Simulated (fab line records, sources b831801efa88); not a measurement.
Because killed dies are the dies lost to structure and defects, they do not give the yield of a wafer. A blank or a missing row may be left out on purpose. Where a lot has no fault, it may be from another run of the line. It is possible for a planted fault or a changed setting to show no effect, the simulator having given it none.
Which of the tools did it? ; flow sky130 ; Sampling: 14 lots, 40 wafers, 3 of 708 route steps

## WHAT THE GAUGES READ, wafer by wafer
Not one reading of a measure or inspect step in the record can be checked against a usual standard deviation.

## EACH LOT AND THE TOOL THAT RAN IT (in order: tool; ch and the chambers of the sampled wafers; start)
lot;SKY_VIA1_ETCH_15;SKY_VIA4_CMP_21;SKY_PAD_OPEN_PROBE_99
L738;rie_diel-01 ch 0,2,3, day 34 12:44;cmp-02 ch 2,3, day 43 11:50;prober-02, day 46 09:16
L739;rie_diel-02 ch 0,1, day 34 22:52;cmp-01 ch 0,2,3, day 43 19:32;prober-01, day 46 16:58
L742;rie_diel-03 ch 2,3, day 35 11:26;cmp-01 ch 0,1,3, day 44 07:16;prober-02, day 47 04:33
L743;rie_diel-03 ch 1,3, day 35 22:40;cmp-01 ch 1,2, day 44 14:32;prober-01, day 47 10:40
L744;rie_diel-02 ch 1,2, day 36 04:34;cmp-01 ch 1,2, day 44 20:59;prober-02, day 47 15:14
L745;rie_diel-02 ch 0,1,2, day 36 11:04;cmp-01 ch 2,3, day 45 02:54;prober-01, day 47 22:46
L753;rie_diel-01 ch 2,3, day 38 17:51;cmp-02 ch 0,1,3, day 47 02:02;prober-01, day 49 14:23
L754;rie_diel-03 ch 0,1,2, day 39 00:21;cmp-02 ch 1,2,3, day 47 06:50;prober-02, day 49 19:07
L755;rie_diel-01 ch 0,2, day 39 05:55;cmp-02 ch 0,3, day 47 11:26;prober-01, day 49 23:42
L756;rie_diel-01 ch 0,1,3, day 39 18:54;cmp-02 ch 0,3, day 47 21:11;prober-02, day 50 05:59
L757;rie_diel-03 ch 0,1, day 39 22:18;cmp-01 ch 0,2,3, day 47 23:24;prober-01, day 50 08:50
L759;rie_diel-01 ch 0,1,2, day 40 16:53;cmp-02 ch 0,2, day 48 15:07;prober-01, day 50 21:48
L760;rie_diel-03 ch 0,1,3, day 40 19:35;cmp-02 ch 1,2,3, day 48 15:32;prober-02, day 50 22:57
L761;rie_diel-02 ch 1,3, day 41 00:07;cmp-01 ch 0,2,3, day 48 19:59;prober-01, day 51 01:53
- SKY_VIA1_ETCH_15: etches SiO2 in C4F8/O2/Ar, stops on TiN, target depth 351 nm, time 54 s.
- SKY_VIA4_CMP_21: polishes, stops on SiO2, t overpolish 25 s, target thk 0 nm.
- SKY_PAD_OPEN_PROBE_99

## WHAT THE TOOLS THEMSELVES READ (means of the sampled wafers that have a number; where no wafer has one, the mark that the record gives instead)
SKY_VIA1_ETCH_15.
lot;tool;oes_product_au (a.u.)
L738;rie_diel-01;0.981
L739;rie_diel-02;0.981
L742;rie_diel-03;0.965
L743;rie_diel-03;0.975
L744;rie_diel-02;0.978
L745;rie_diel-02;0.984
L753;rie_diel-01;0.982
L754;rie_diel-03;0.981
L755;rie_diel-01;0.985
L756;rie_diel-01;0.986
L757;rie_diel-03;0.982
L759;rie_diel-01;0.985
L760;rie_diel-03;0.978
L761;rie_diel-02;0.987

SKY_VIA4_CMP_21.
lot;tool;motor_current_A (A);overpolish_run_s (s);platen_rpm (rpm);time_to_endpoint_s (s)
L738;cmp-02;9.4;25.003;60.01;139
L739;cmp-01;12.0;24.997;60.00;127
L742;cmp-01;12.1;25.000;60.03;125
L743;cmp-01;11.2;12.516;60.02;160
L744;cmp-01;11.3;12.524;59.94;160
L745;cmp-01;11.4;16.675;60.02;150
L753;cmp-02;10.8;25.009;60.01;116
L754;cmp-02;10.0;24.997;59.98;124
L755;cmp-02;11.3;24.998;59.97;117
L756;cmp-02;11.1;24.998;60.00;117
L757;cmp-01;12.0;25.005;60.01;130
L759;cmp-02;11.5;25.010;60.01;116
L760;cmp-02;9.9;25.004;60.02;125
L761;cmp-01;11.8;24.994;59.97;127

SKY_PAD_OPEN_PROBE_99.
lot;tool;defect_limited_yield (%);killed_at_M0_to_M3;killed_at_M4_up;killed_at_contacts;killed_at_front_end;killed_at_other;killed_dies;killed_on_rim;killed_open;killed_short;sort_bin_3_pad_short (%);sort_bin_5_function (%);sort_bin_6_memory (%);sort_n_pass;sort_yield_pct (%)
L738;prober-02;82.1;46;3.3;25;14;0.0;88;17;49;39;0.6;10.7;6.6;404;82.1
L739;prober-01;80.6;47;3.0;26;20;0.0;96;19;53;43;1.0;11.1;7.4;396;80.6
L742;prober-02;82.3;43;2.0;28;14;0.3;87;16;48;39;0.5;10.8;6.4;405;82.3
L743;prober-01;40.2;39;214.0;26;14;1.5;294;58;43;40;43.8;10.6;5.3;198;40.2
L744;prober-02;41.8;42;209.0;24;11;0.0;286;56;43;37;42.2;10.1;5.9;206;41.8
L745;prober-01;53.7;37;144.7;27;18;0.0;228;46;45;43;29.3;11.0;6.0;264;53.7
L753;prober-01;82.1;44;3.7;27;13;0.0;88;16;49;39;1.3;10.9;5.7;404;82.1
L754;prober-02;82.9;46;2.7;19;16;0.3;84;16;45;39;0.7;10.7;5.7;408;82.9
L755;prober-01;81.2;45;3.0;28;16;0.0;92;18;50;42;0.8;11.4;6.6;400;81.2
L756;prober-02;81.8;47;2.3;21;19;0.0;89;18;44;44;0.7;10.2;7.2;403;81.8
L757;prober-01;82.3;42;3.7;28;14;0.3;87;15;53;34;0.9;10.9;5.9;405;82.3
L759;prober-01;84.1;44;2.7;16;13;1.3;78;15;39;39;1.3;9.4;5.1;414;84.1
L760;prober-02;83.8;40;2.3;19;18;0.0;80;13;39;39;0.8;9.4;6.0;412;83.8
L761;prober-01;82.3;46;2.3;27;12;0.0;87;18;51;36;0.8;11.8;5.1;405;82.3

## THE ANSWER, worked out from the rows above alone
Rule: the lots themselves supply what counts as usual. The widest of any qualifying gaps counts: lots, ordered by their means at a reading, are off when they make up no more than a third of the lots, leave a main group of 4 or more, and stand apart from it by 3 or more times the standard deviation of that group's means. Not used: any main group whose means are identical at the precision the tables above print for the reading. Also off: a lot with no number at a reading for which 4 or more lots have one. Where the step has rows for the other lots, those lots are counted as sound. First the gauges in route order, then the tools' own readings, where a lot's mean is used as printed above. At the first step where some lot is off, the reading lying furthest off is the one used; lots without a number count as furthest.
Off: L743, L744, L745, at SKY_VIA4_CMP_21 (overpolish_run_s). For the main group the mean is 25.001 s and the standard deviation 0.005.
If a tool, at that step or one of the process steps before it, ran each lot that is off and ran no sound lot following the first of them, it fits. None of those tried fits.

## WHAT THE SIMULATOR HAD PUT IN
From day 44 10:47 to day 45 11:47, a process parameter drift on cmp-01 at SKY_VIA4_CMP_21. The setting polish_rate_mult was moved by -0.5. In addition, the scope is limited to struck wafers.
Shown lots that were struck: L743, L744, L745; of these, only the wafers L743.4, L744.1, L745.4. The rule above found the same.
